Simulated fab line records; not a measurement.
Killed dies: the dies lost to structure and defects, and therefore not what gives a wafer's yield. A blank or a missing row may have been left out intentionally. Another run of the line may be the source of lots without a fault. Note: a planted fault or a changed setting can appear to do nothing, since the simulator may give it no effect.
Struck lot and sound lot, side by side | flow sfqLine | 19 out of 325 route steps
Sound: these wafers, L173.1, L173.2, L173.3. Struck: wafer L183.1. (L183.2, L183.3 of the same lot were not struck and are left out.) The cause comes at the end.
For every step that has rows: the tool of each side, followed by ch and its chambers, followed by its first start. Under that, the readings that differ: sound wafers | struck wafers | difference of the means | sigmas: that difference in standard deviations of wafers without a fault.
alike: readings whose means differ by less than 2 such deviations, and words and numbers that are the same on both sides. not compared: withheld readings, readings that some wafer has no value for, bounds like >300 that may hide the same value, and numbers for which the record gives no deviation and whose values overlap.
A row with sigmas, a row that says differs or no value, or rows on one side alone: a step with any of these is where the two part. Numbers that don't overlap but have no deviation are shown without sigmas and don't part them. A reading missing from all wafers of one side parts the sides only when that side holds two or more wafers.

first, 2 steps without rows for these wafers: SFQ_TRILAYER_JJ_CE_LITHO_PEB_117 (peb time 60 s); SFQ_TRILAYER_JJ_CE_LITHO_DEVELOP_116 (time 60 s).
SFQ_JJ_OVL_MEAS_931:
  sound: overlay-01 at day 50 04:24; struck: overlay-01 at day 63 07:52
reading     | sound  | struck | difference | sigmas
J5_OVL (nm) | 8 16 3 | -11    | -20        | -3
SFQ_TRILAYER_JJ_CE_METRO_MEASURE_117:
  sound: cdSem-01 at day 50 04:26; struck: cdSem-01 at day 63 07:54
  alike: cdNm
SFQ_TRILAYER_JJ_CE_BARC_OPEN_RIE_150: chemistry O2, target BARC, target depth 240 nm, time 80 s.
  sound on rieMetal-02 ch 0,1, day 50 05:38; struck on rieMetal-03 ch 1, day 63 09:06
reading                  | sound             | struck | difference | sigmas
drypumpMotorCurrentA (A) | 6.0 4.9 4.9       | 6.5    | +1.2       | +3
oesProductAu (a.u.)      | 0.534 0.541 0.528 | 0.546  | +0.012     | +2
  not compared: rfHoursCounterH
SFQ_TRILAYER_JJ_CE_ETCH_RIE_118: chemistry SF6, target Nb, stops on Al2O3, time 97.7 s, target depth 170 nm.
  sound on rieMetal-02 ch 0,1, day 50 05:44; struck on rieMetal-03 ch 1, day 63 09:11
reading                  | sound       | struck | difference | sigmas
drypumpMotorCurrentA (A) | 6.0 4.8 4.8 | 6.5    | +1.3       | +3
  alike: oesProductAu
  not compared: rfHoursCounterH
following that, these wafers have no rows for 1 step: SFQ_TRILAYER_JJ_ANODIZE_ANODIZE_119.
SFQ_TRILAYER_JJ_CE_STRIP_STRIP_120: strips in O2.
  sound on rieMetal-03 ch 0,1, day 50 06:20; struck on rieMetal-01 ch 0, day 63 09:47
  alike: drypumpMotorCurrentA, oesProductAu
  not compared: rfHoursCounterH
then, 4 steps without rows for these wafers: SFQ_TRILAYER_JJ_CE_STRIP_SOLV_CLEAN_121 (cleans in NMP, time 600 s); SFQ_TRILAYER_M5_LITHO_COAT_128 (resist thk 62 nm); SFQ_TRILAYER_M5_LITHO_COAT_123 (resist thk 600 nm); SFQ_TRILAYER_M5_LITHO_SOFTBAKE_127.
SFQ_TRILAYER_M5_LITHO_EXPOSE_124: exposes mask M5, target cd 700 nm.
  sound on krfScanner-01 ch 0, day 55 07:33; struck on krfScanner-01 ch 0, day 63 18:07
  alike: mask
then, 2 steps without rows for these wafers: SFQ_TRILAYER_M5_LITHO_PEB_126 (peb time 60 s); SFQ_TRILAYER_M5_LITHO_DEVELOP_125 (time 60 s).
SFQ_M5_OVL_MEAS_932:
  sound: overlay-01 at day 55 09:03; struck: overlay-02 at day 63 19:37
reading     | sound   | struck | difference | sigmas
M5_OVL (nm) | -8 -7 2 | 8      | +12        | +2
SFQ_TRILAYER_M5_BARC_OPEN_METAL_ETCH_161: etches BARC in O2, target depth 125 nm, time 41.7 s.
  sound on rieMetal-01 ch 0,1, day 55 09:05; struck on rieMetal-04 ch 1, day 63 19:38
reading            | sound             | struck | difference | sigmas
model.M5.cdNm (nm) | 701.5 701.9 701.3 | 690.5  | -11.1      | 
  alike: drypumpMotorCurrentA, oesProductAu
  not compared: rfHoursCounterH
SFQ_TRILAYER_M5_ETCH_METAL_ETCH_126: etches Nb in Cl2/BCl3, stops on SiO2, time 203.2 s, target depth 265 nm.
  sound on rieMetal-01 ch 0,1, day 55 09:09; struck on rieMetal-04 ch 1, day 63 19:46
reading            | sound             | struck | difference | sigmas
model.M5.cdNm (nm) | 703.9 705.6 704.5 | 690.7  | -14.0      | 
  alike: drypumpMotorCurrentA, oesProductAu
  not compared: rfHoursCounterH
SFQ_TRILAYER_M5_STRIP_STRIP_127: strips in O2.
  sound on rieMetal-01 ch 0,1, day 55 09:20; struck on rieMetal-04 ch 1, day 63 20:09
reading             | sound             | struck | difference | sigmas
oesProductAu (a.u.) | 1.005 1.015 1.002 | 0.983  | -0.024     | -3
  alike: drypumpMotorCurrentA
  not compared: rfHoursCounterH

## WHERE THEY PART
Last at SFQ_TRILAYER_M5_STRIP_STRIP_127 as far as this record goes, first at SFQ_JJ_OVL_MEAS_931.

WHY: whatever the simulator had introduced
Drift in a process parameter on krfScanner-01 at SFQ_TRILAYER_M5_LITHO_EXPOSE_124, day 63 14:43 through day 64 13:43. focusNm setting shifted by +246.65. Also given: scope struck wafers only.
